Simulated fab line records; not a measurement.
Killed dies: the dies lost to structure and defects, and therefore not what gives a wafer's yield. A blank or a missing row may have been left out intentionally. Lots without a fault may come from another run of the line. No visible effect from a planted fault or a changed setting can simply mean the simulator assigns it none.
Which tool was responsible? ; flow sky130 ; 39 wafers from 13 lots sampled at 5 of the route's 708 steps

== WHAT EACH GAUGE READ, for each wafer ==
SKY_VT_ADJUST_HVTR_OVL_MEAS_08. Usual: for VT_ADJUST_HVTR_OVL the level is 0.0 nm and the standard deviation is 1.6.
lot;measured;on;VT_ADJUST_HVTR_OVL (nm);flag
L579;day 9 11:43;overlay-02;1.9 1.9 0.0;
L581;day 10 03:22;overlay-01;-1.7 -0.4 -1.4;
L582;day 10 07:06;overlay-02;0.2 0.2 1.6;
L584;day 10 20:31;overlay-01;-2.6 -1.0 -0.3;
L586;day 11 14:28;overlay-02;-2.3 -2.1 -1.1;
L587;day 11 22:34;overlay-02;1.7 1.3 1.9;
L589;day 12 12:31;overlay-01;-1.2 -0.3 0.8;
L590;day 12 15:46;overlay-02;-1.3 -0.2 -0.3;
L591;day 13 03:50;overlay-01;0.1 0.0 1.2;
L593;day 13 22:52;overlay-01;0.9 2.9 1.1;
L594;day 13 23:10;overlay-01;0.3 1.6 -0.2;
L598;day 15 10:34;overlay-01;1.7 1.7 1.3;
L600;day 16 03:56;overlay-01;-3.6 -1.3 -1.9;

SKY_POLY_GATE_CD_MEAS_13: target cd 150 nm. Usual: 149.4 nm for cd nm, sd 1.4.
lot;measured;on;cd nm (nm);flag
L579;day 16 08:59;cd sem-02;149.3 149.7 150.3;
L581;day 17 04:58;cd sem-01;148.6 147.8 148.7;
L582;day 17 09:38;cd sem-01;150.8 151.7 150.0;
L584;day 18 01:36;cd sem-01;150.3 150.2 149.7;
L586;day 19 03:29;cd sem-01;145.9 146.6 145.8;
L587;day 19 08:02;cd sem-02;148.6 149.1 148.9;
L589;day 20 02:23;cd sem-02;148.9 149.0 149.2;
L590;day 20 08:48;cd sem-01;146.1 147.0 147.4;
L591;day 21 00:00;cd sem-02;149.4 150.1 149.9;
L593;day 21 20:47;cd sem-01;149.6 148.5 148.3;
L594;day 21 20:05;cd sem-02;149.8 149.8 150.7;
L598;day 23 12:21;cd sem-02;152.5 152.6 152.4;
L600;day 24 01:44;cd sem-02;149.8 150.0 150.5;

SKY_LDD_P_CD_MEAS_07: target cd 380 nm. Usual: 379.7 nm for cd nm, sd 2.6.
lot;measured;on;cd nm (nm);flag
L579;day 18 22:06;cd sem-02;381.5 387.0 384.0;
L581;day 19 21:53;cd sem-02;379.5 380.7 380.3;
L582;day 20 01:56;cd sem-01;379.1 377.2 379.9;
L584;day 20 17:37;cd sem-02;375.8 372.5 373.9;
L586;day 21 21:23;cd sem-01;379.0 378.4 380.2;
L587;day 22 00:11;cd sem-01;379.4 380.8 380.7;
L589;day 22 17:53;cd sem-02;380.9 381.4 381.2;
L590;day 23 00:46;cd sem-01;380.0 381.1 382.6;
L591;day 23 15:37;cd sem-02;381.0 379.8 380.8;
L593;day 24 12:24;cd sem-02;376.0 379.6 376.0;
L594;day 24 11:45;cd sem-02;379.6 376.9 377.2;
L598;day 26 03:34;cd sem-02;383.3 381.5 381.7;
L600;day 26 16:22;cd sem-01;377.5 377.4 379.1;

SKY_LDD_LDN_TW_MEAS_13. Usual: for LDD_LDN_TW the level is 1490 and the standard deviation is 14.
lot;measured;on;LDD_LDN_TW;flag
L579;day 22 19:07;film metro-04;1487 1489 1481;
L581;day 23 18:47;film metro-01;1505 1497 1499;
L582;day 23 22:16;film metro-01;1500 1500 1501;
L584;day 24 13:45;film metro-02;1481 1488 1483;
L586;day 25 16:16;film metro-01;1512 1511 1503;
L587;day 25 17:25;film metro-01;1505 1508 1511;
L589;day 26 12:05;film metro-04;1488 1494 1494;
L590;day 26 18:48;film metro-04;1486 1489 1490;
L591;day 27 09:15;film metro-01;1511 1501 1498;
L593;day 28 06:48;film metro-02;1567 1571 1578;OFF
L594;day 28 04:55;film metro-01;1495 1504 1498;
L598;day 29 18:15;film metro-04;1591 1584 1582;OFF
L600;day 30 09:11;film metro-01;1603 1596 1613;OFF

== EACH LOT AND THE TOOL THAT RAN IT (in order: tool; ch and the chambers of the sampled wafers; start) ==
lot;SKY_LDD_LDN_IMPLANT_09
L579;implanter-03 ch 0, day 22 18:34
L581;implanter-02 ch 0, day 23 18:16
L582;implanter-03 ch 0, day 23 21:43
L584;implanter-03 ch 0, day 24 13:13
L586;implanter-03 ch 0, day 25 15:43
L587;implanter-02 ch 0, day 25 16:52
L589;implanter-03 ch 0, day 26 11:32
L590;implanter-03 ch 0, day 26 18:16
L591;implanter-04 ch 0, day 27 08:43
L593;implanter-02 ch 0, day 28 05:56
L594;implanter-04 ch 0, day 28 04:22
L598;implanter-04 ch 0, day 29 17:24
L600;implanter-02 ch 0, day 30 08:22
- SKY_LDD_LDN_IMPLANT_09

== AS READ BY THE TOOLS THEMSELVES (means over the sampled wafers that have a number; for cases with no such wafer, the mark the record gives instead) ==
SKY_LDD_LDN_IMPLANT_09. Usual: 15.001 for beam energy keV, sd 0.0044.
lot;tool;beam energy keV;flag
L579;implanter-03;14.999;
L581;implanter-02;15.001;
L582;implanter-03;15.003;
L584;implanter-03;15.006;
L586;implanter-03;15.006;
L587;implanter-02;14.998;
L589;implanter-03;15.002;
L590;implanter-03;15.004;
L591;implanter-04;14.999;
L593;implanter-02;14.996;
L594;implanter-04;15.000;
L598;implanter-04;15.000;
L600;implanter-02;14.999;

== THE ANSWER, worked out from the rows above alone ==
Rule: lot off if the mean of its wafers having a number is beyond 3 standard deviations from the usual mean. Also off: a lot with no number at a reading for which 4 or more lots have one. All remaining lots with rows at the step are treated as sound. Order of review: gauges by route order, followed by the tools' own readings, for which a lot's mean as printed above is used. The first step at which some lot is off is used, and at that step the reading that is off furthest; a lot without a number counts as furthest.
Off: L593, L598, L600, seen at SKY_LDD_LDN_TW_MEAS_13 (LDD_LDN_TW).
If a tool, at a process step before that reading, ran all the lots that are off and no sound lot after the first of them, it fits. Gauges at SKY_LDD_LDN_TW_MEAS_13: tried the same way as those tools. Of those tried, none fits.

== WHAT HAD BEEN PUT IN BY THE SIMULATOR ==
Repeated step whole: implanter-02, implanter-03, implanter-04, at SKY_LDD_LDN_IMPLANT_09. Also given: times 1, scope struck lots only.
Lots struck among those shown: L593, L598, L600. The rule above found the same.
